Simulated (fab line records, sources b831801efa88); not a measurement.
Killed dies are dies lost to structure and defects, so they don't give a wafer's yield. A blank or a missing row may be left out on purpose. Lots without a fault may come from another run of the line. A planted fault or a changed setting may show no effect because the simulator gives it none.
fab line records | flow gf180mcu
record lots=15 wafers=45 last_day=34
route steps=602 shown STI@25 DNWELL@40 VT_IMPLANT@120 HV_LDD@184
lots that met no fault: from a run of the same line without faults
start_h: hours from the record's first day to the start of the lot's first wafer shown | wait_h: hours since the lot's step before | " the same as in the row above | L1.1+2: a row that stands for several wafers | - no value, or no start given | * or withheld: withheld | < > ~ a bound
route shown NAME@n: a module of which the file shows steps, and the number in the route of the first | usual: mean/standard deviation of fault-free wafers | same: alike in all rows | chamber/n: place in a boat | sites: the reading at each site | _std_site: their standard deviation | _edge_site: outer sites' mean less inner sites' | radius_mm: how far each site lies from the wafer's centre | mask NAME#n: copy n | behind: the tool/chamber that last shaped the wafer | hold: why the lot was held/for how many hours/how that ended | device: the transistor (n, p or np) that didn't switch | end of line: the same wafers' tests at the end of the route | a step without rows: its recipe alone | killed: dies lost to structure and defects at the first sort, not the wafer's yield | map: a wafer's dies, x killed, . not, _ none there
set.NAME: the setting as run; set.NAME@STEP: as run at that earlier step | model.NAME: the simulator's own value behind a step, which no gauge read
steps of the route over a sample of lots; a table a step, a row a wafer
services: from which hour (start_h, from the record's first day; less than 0 if before it) a tool's chamber was out of use, for how many hours, and why
## steps
# step GF_STI_THK_MEAS_24
# recipe reads=SiO2_of_STI_CVD_23
# usual STI_CVD_23_THK=650/7.6
# columns lot.wafer tool chamber start_h wait_h STI_CVD_23_THK[nm]
L171.4 film_metro-02 - 28.28 0.0 643
L171.5 " - " " 638
L171.6 " - " " 632
L174.2 film_metro-03 - 43.36 0.1 651
L174.3 " - " " 652
L174.6 " - " " 649
L175.2 film_metro-02 - 47.97 0.0 659
L175.3 " - " " 652
L175.5 " - " " 653
L176.2 film_metro-02 - 53.10 0.0 660
L176.5 " - " " 655
L176.6 " - " " 657
L177.1 film_metro-04 - 58.48 0.0 648
L177.2 " - " " 648
L177.4 " - " " 649
L178.1 film_metro-02 - 63.45 0.0 656
L178.4 " - " " 660
L178.5 " - " " 652
L184.1 film_metro-03 - 98.92 0.0 661
L184.2 " - " " 661
L184.6 " - " " 663
L185.1 film_metro-03 - 100.39 0.0 655
L185.2 " - " " 655
L185.5 " - " " 644
L186.2 film_metro-02 - 105.32 0.0 650
L186.5 " - " " 654
L186.6 " - " " 654
L187.1 film_metro-04 - 109.59 0.0 651
L187.2 " - " " 652
L187.6 " - " " 653
L189.1 film_metro-03 - 120.30 0.0 651
L189.3 " - " " 642
L189.5 " - " " 651
L190.1 film_metro-02 - 126.90 0.0 653
L190.2 " - " " 649
L190.4 " - " " 653
L191.2 film_metro-02 - 131.90 0.1 645
L191.4 " - " " 642
L191.6 " - " " 644
L193.3 film_metro-03 - 140.70 0.1 638
L193.4 " - " " 637
L193.6 " - " " 635
L194.2 film_metro-02 - 147.72 0.0 650
L194.5 " - " " 651
L194.6 " - " " 648
# step GF_DNWELL_STRIP_08
# recipe chemistry=O2/N2 power_w=1400 pressure_mtorr=1500 platen_temp_c=250 o2_flow_sccm=3000 n2_flow_sccm=300 overash_fraction=0.5
# usual drypump_motor_current_A=6.0/0.39 heater_power_w=319/47 oes_product_au=0.722/0.0047 strip_time_to_endpoint_s=36.95/0.11
# columns lot.wafer tool chamber start_h wait_h drypump_motor_current_A heater_power_w oes_product_au rf_hours_counter_h strip_time_to_endpoint_s
L171.4 plasma_asher-03 0 43.68 0.1 6.1 254 0.720 - 37.00
L171.5 " 1 " " 6.7 407 0.720 - 37.06
L171.6 " 0 " " 6.1 254 0.723 - 36.95
L174.2 plasma_asher-01 0 58.76 0.1 5.4 313 0.727 39 36.90
L174.3 " 1 " " 6.1 308 0.721 - 36.88
L174.6 " 0 " " 5.4 305 0.724 - 36.93
L175.2 plasma_asher-02 1 63.92 0.1 6.0 338 0.727 43 36.99
L175.3 " 1 " " 6.0 337 0.709 - 36.97
L175.5 " 1 " " 6.0 331 0.718 - 36.95
L176.2 plasma_asher-02 0 69.96 0.1 5.8 293 0.721 44 37.01
L176.5 " 1 " " 6.0 329 0.718 - 36.97
L176.6 " 0 " " 5.8 302 0.719 - 36.95
L177.1 plasma_asher-01 1 75.62 0.1 6.1 308 0.731 40 36.96
L177.2 " 0 " " 5.4 303 0.722 40 36.95
L177.4 " 0 " " 5.4 310 0.728 - 36.96
L178.1 plasma_asher-02 1 79.39 0.1 6.0 343 0.722 45 37.00
L178.4 " 1 " " 6.0 338 0.726 - 37.03
L178.5 " 1 " " 6.0 338 0.720 - 37.03
L184.1 plasma_asher-03 0 116.64 0.1 6.1 247 0.726 31 37.07
L184.2 " 1 " " 6.7 394 0.723 31 37.09
L184.6 " 0 " " 6.1 253 0.720 - 37.07
L185.1 plasma_asher-02 1 117.74 0.1 6.0 340 0.728 49 36.67
L185.2 " 0 " " 5.8 301 0.716 49 36.75
L185.5 " 0 " " 5.8 303 0.712 - 36.79
L186.2 plasma_asher-03 0 123.24 0.1 6.1 245 0.720 32 36.97
L186.5 " 0 " " 6.1 252 0.720 - 36.93
L186.6 " 1 " " 6.7 402 0.725 - 37.03
L187.1 plasma_asher-02 0 130.42 0.1 5.8 301 0.720 51 36.62
L187.2 " 1 " " 6.0 342 0.723 51 36.69
L187.6 " 1 " " 6.0 332 0.725 - 36.85
L189.1 plasma_asher-02 0 140.52 0.1 5.8 305 0.720 52 37.13
L189.3 " 1 " " 6.0 341 0.722 - 37.20
L189.5 " 1 " " 6.0 340 0.718 - 37.01
L190.1 plasma_asher-01 1 144.76 0.1 6.1 314 0.729 3 36.84
L190.2 " 0 " " 5.4 320 0.721 3 36.90
L190.4 " 1 " " 6.1 309 0.723 - 36.93
L191.2 plasma_asher-01 0 149.37 0.1 5.4 329 0.724 3 36.89
L191.4 " 1 " " 6.1 296 0.728 - 36.87
L191.6 " 1 " " 6.1 311 0.720 - 36.89
L193.3 plasma_asher-01 0 160.46 0.1 5.4 317 0.718 - 36.98
L193.4 " 1 " " 6.1 300 0.733 - 36.95
L193.6 " 1 " " 6.1 309 0.720 - 36.77
L194.2 plasma_asher-02 0 166.31 0.1 5.9 300 0.722 54 36.94
L194.5 " 0 " " 5.8 291 0.719 - 36.95
L194.6 " 1 " " 6.0 347 0.724 - 37.05
# step GF_VT_IMPLANT_IMPLANT_30
# recipe species=B energy_kev=25 dose_cm2=2.534e+12 tilt_deg=7
# usual beam_energy_keV=24.998/0.0098 beam_on_s=10.03/0.22
# columns lot.wafer tool chamber start_h wait_h beam_energy_keV beam_on_s
L171.4 implanter-04 0 143.12 0.1 24.998 9.72
L171.5 " 0 " " 25.001 10.04
L171.6 " 0 " " 24.998 10.10
L174.2 implanter-02 0 160.47 0.0 25.001 9.98
L174.3 " 0 " " 25.011 10.17
L174.6 " 0 " " 25.001 9.87
L175.2 implanter-03 0 167.52 0.0 24.988 9.88
L175.3 " 0 " " 25.014 9.97
L175.5 " 0 " " 25.011 10.14
L176.2 implanter-02 0 175.78 0.0 25.000 9.98
L176.5 " 0 " " 25.004 9.97
L176.6 " 0 " " 25.019 9.89
L177.1 implanter-03 0 186.44 0.0 25.008 9.94
L177.2 " 0 " " 25.017 10.02
L177.4 " 0 " " 25.005 10.08
L178.1 implanter-02 0 186.61 0.0 24.996 10.15
L178.4 " 0 " " 24.988 9.91
L178.5 " 0 " " 24.998 9.91
L184.1 implanter-03 - 232.89 0.0 - -
L184.2 " - " " - -
L184.6 " - " " - -
L185.1 implanter-03 - 234.49 0.0 - -
L185.2 " - " " - -
L185.5 " - " " - -
L186.2 implanter-02 - 241.07 0.0 - -
L186.5 " - " " - -
L186.6 " - " " - -
L187.1 implanter-04 0 249.94 0.0 24.998 10.06
L187.2 " 0 " " 25.003 10.27
L187.6 " 0 " " 24.999 9.51
L189.1 implanter-03 0 262.09 0.0 25.007 9.98
L189.3 " 0 " " 25.004 10.13
L189.5 " 0 " " 24.990 9.83
L190.1 implanter-03 0 267.84 0.0 25.007 9.91
L190.2 " 0 " " 25.008 9.98
L190.4 " 0 " " 25.009 9.47
L191.2 implanter-03 0 274.42 0.0 24.988 9.67
L191.4 " 0 " " 24.981 10.40
L191.6 " 0 " " 24.999 9.52
L193.3 implanter-02 0 287.66 0.1 24.991 10.30
L193.4 " 0 " " 24.988 9.95
L193.6 " 0 " " 24.985 10.36
L194.2 implanter-02 0 295.62 0.0 25.003 10.04
L194.5 " 0 " " 24.989 10.38
L194.6 " 0 " " 25.005 10.01
# step GF_VT_IMPLANT_TW_MEAS_32
# usual VT_IMPLANT_3_TW=268.2/1.6
# columns lot.wafer tool chamber start_h wait_h VT_IMPLANT_3_TW
L171.4 film_metro-03 - 143.33 0.1 269.4
L171.5 " - " " 267.2
L171.6 " - " " 267.8
L174.2 film_metro-04 - 160.70 0.1 266.3
L174.3 " - " " 266.3
L174.6 " - " " 267.1
L175.2 film_metro-03 - 167.75 0.1 269.6
L175.3 " - " " 268.2
L175.5 " - " " 267.8
L176.2 film_metro-01 - 176.02 0.1 270.6
L176.5 " - " " 269.2
L176.6 " - " " 270.2
L177.1 film_metro-01 - 186.69 0.1 269.4
L177.2 " - " " 270.1
L177.4 " - " " 271.5
L178.1 film_metro-03 - 186.86 0.1 268.4
L178.4 " - " " 268.2
L178.5 " - " " 268.9
L184.1 film_metro-04 - 233.14 0.1 29.7
L184.2 " - " " 29.6
L184.6 " - " " 29.6
L185.1 film_metro-04 - 234.74 0.1 29.6
L185.2 " - " " 29.7
L185.5 " - " " 29.6
L186.2 film_metro-04 - 241.30 0.1 29.9
L186.5 " - " " 30.0
L186.6 " - " " 29.8
L187.1 film_metro-03 - 250.19 0.1 270.4
L187.2 " - " " 268.8
L187.6 " - " " 269.3
L189.1 film_metro-01 - 262.34 0.1 271.4
L189.3 " - " " 270.0
L189.5 " - " " 271.1
L190.1 film_metro-03 - 268.09 0.1 268.3
L190.2 " - " " 268.7
L190.4 " - " " 270.2
L191.2 film_metro-04 - 274.65 0.1 267.3
L191.4 " - " " 267.0
L191.6 " - " " 266.6
L193.3 film_metro-04 - 287.88 0.1 265.4
L193.4 " - " " 267.2
L193.6 " - " " 266.1
L194.2 film_metro-03 - 295.85 0.1 268.3
L194.5 " - " " 267.8
L194.6 " - " " 267.2
# step GF_HV_LDD_OVL_MEAS_08
# usual HV_LDD_OVL=0.4/1.5
# columns lot.wafer tool chamber start_h wait_h HV_LDD_OVL[nm]
L171.4 overlay-01 - 216.55 0.1 0.4
L171.5 " - " " 0.0
L171.6 " - " " 2.5
L174.2 overlay-02 - 237.85 0.1 0.2
L174.3 " - " " 1.0
L174.6 " - " " -0.2
L175.2 overlay-02 - 246.23 0.1 0.7
L175.3 " - " " 2.1
L175.5 " - " " 0.1
L176.2 overlay-01 - 254.30 0.1 1.9
L176.5 " - " " -0.1
L176.6 " - " " 2.2
L177.1 overlay-02 - 267.28 0.1 2.4
L177.2 " - " " 3.6
L177.4 " - " " 2.2
L178.1 overlay-02 - 268.53 0.1 0.0
L178.4 " - " " -1.8
L178.5 " - " " -0.4
L187.1 overlay-01 - 340.56 0.1 0.0
L187.2 " - " " -2.1
L187.6 " - " " -0.6
L189.1 overlay-01 - 351.14 0.1 -0.8
L189.3 " - " " -0.6
L189.5 " - " " -0.9
L190.1 overlay-01 - 362.68 0.1 0.8
L190.2 " - " " -0.4
L190.4 " - " " 0.8
L191.2 overlay-02 - 368.33 0.1 0.4
L191.4 " - " " 2.2
L191.6 " - " " -0.4
L193.3 overlay-01 - 383.50 0.1 2.4
L193.4 " - " " 2.3
L193.6 " - " " 1.9
L194.2 overlay-02 - 392.41 0.1 -1.1
L194.5 " - " " -0.5
L194.6 " - " " 1.6
## services
# columns tool chamber start_h hours kind
plasma_asher-02 - 25.08 2.8 pm
implanter-02 - 66.50 3.0 pm
implanter-04 - 73.50 3.6 pm
plasma_asher-02 - 81.70 0.9 repair
implanter-03 - 93.21 4.2 repair
plasma_asher-01 - 108.75 9.0 pm
plasma_asher-01 0 108.75 9.0 vent_cycle
plasma_asher-01 1 108.75 9.0 vent_cycle
implanter-04 - 115.27 8.8 repair
plasma_asher-01 0 117.75 - clean
implanter-02 - 148.02 2.2 repair
implanter-02 - 162.65 7.5 repair
implanter-03 - 178.45 2.0 repair
implanter-03 - 188.44 0.7 repair
implanter-02 - 189.42 1.8 repair
implanter-03 - 196.04 9.1 repair
plasma_asher-03 - 197.65 0.9 repair
implanter-03 - 213.56 0.7 repair
plasma_asher-03 - 214.13 2.8 pm
implanter-04 - 216.78 1.2 repair
implanter-03 - 242.85 6.2 repair
implanter-03 - 270.23 3.2 repair
plasma_asher-01 - 283.55 2.8 pm
implanter-03 - 288.32 1.3 repair
## key
first_sign step=GF_VT_IMPLANT_IMPLANT_30 reading=tool_record direction=missing
effect step=GF_VT_IMPLANT_TW_MEAS_32 reading=VT_IMPLANT_3_TW direction=down sigmas=99+ usual=268.2 struck=29.7
met_at GF_VT_IMPLANT_IMPLANT_30
struck_lots L184,L185,L186
later_rows_left_out L184.1,L184.2,L184.6,L185.1,L185.2,L185.5,L186.2,L186.5,L186.6
sort_left_out L184.1,L184.2,L184.6,L185.1,L185.2,L185.5,L186.2,L186.5,L186.6
tester_left_out L184,L185,L186
not_acting_at GF_STI_THK_MEAS_24,GF_DNWELL_STRIP_08,GF_HV_LDD_OVL_MEAS_08
onset_between 186.61 232.89
fault kind=skipped_step_whole tool=implanter-02,implanter-03 chamber=- onset_h=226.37 steps=GF_VT_IMPLANT_IMPLANT_30 scope=struck_lots_only
# tester_left_out: of these lots the tester's yield and bins aren't shown, on N5 and GAA mostly nor the transistor test; their killed dies are dies lost to structure and defects alone, not to doping, threshold or leakage, so they don't give the yield
# sort_left_out: the simulated sort isn't trusted on such a fault, so these wafers' sort isn't shown, and their yield isn't known
# later_rows_left_out: the simulator's readings of these wafers behind a module that went badly wrong aren't trusted and aren't shown, but for the sort
